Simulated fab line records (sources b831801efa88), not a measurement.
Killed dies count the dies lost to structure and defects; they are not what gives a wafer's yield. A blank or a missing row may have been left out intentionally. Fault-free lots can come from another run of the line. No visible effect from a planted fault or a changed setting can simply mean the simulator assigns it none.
Chamber matching	flow sky130	cmp-02 running SKY_LI_CONTACT_CMP_24: 4 sister chambers
The step polishes, stops on PSG, t overpolish 20 s, target thk 0 nm. 4 wafers are shown with their chamber, then 8 later ones without.

== EACH WAFER AND ITS CHAMBER ==
wafer	chamber	motor_current_A (A)
L330.3	3	9.6
L331.6	2	10.0
L332.2	0	10.4
L332.5	1	10.8

== WAFERS WHOSE CHAMBER IS MISSING ==
wafer	motor_current_A (A)
L332.6	9.8
L334.1	9.3
L334.4	9.2
L334.6	10.2
L335.1	9.9
L335.2	9.5
L335.3	9.1
L339.2	10.6

== EACH ONE'S CHAMBER ==
wafer	from the rows above	in truth
L332.6	can't be placed: 2 or 3 or 0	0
L334.1	can't be placed: 3 or 2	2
L334.4	can't be placed: 3 or 2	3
L334.6	can't be placed: 2 or 0 or 3 or 1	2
L335.1	can't be placed: 2 or 3 or 0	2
L335.2	can't be placed: 3 or 2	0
L335.3	can't be placed: 3 or 2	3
L339.2	can't be placed: 0 or 1 or 2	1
Placed correctly: 0 of 8. Cannot be placed on the basis of these rows: 8; the candidates contain the true chamber in 7. 0 placed wrongly.
How it was worked out, from the rows above alone: a wafer's distance from a chamber is the root of the sum, over the readings, of the square of ((its reading less the chamber's mean) divided by the reading's scatter). If the next closest chamber is less than 2 further off than the closest, the wafer can't be placed; otherwise it belongs to the closest. For every chamber, the mean is computed from those of its wafers that are shown. The scatter: root of mean squared gap, hidden wafer to nearest shown wafer, with one shown wafer a chamber.
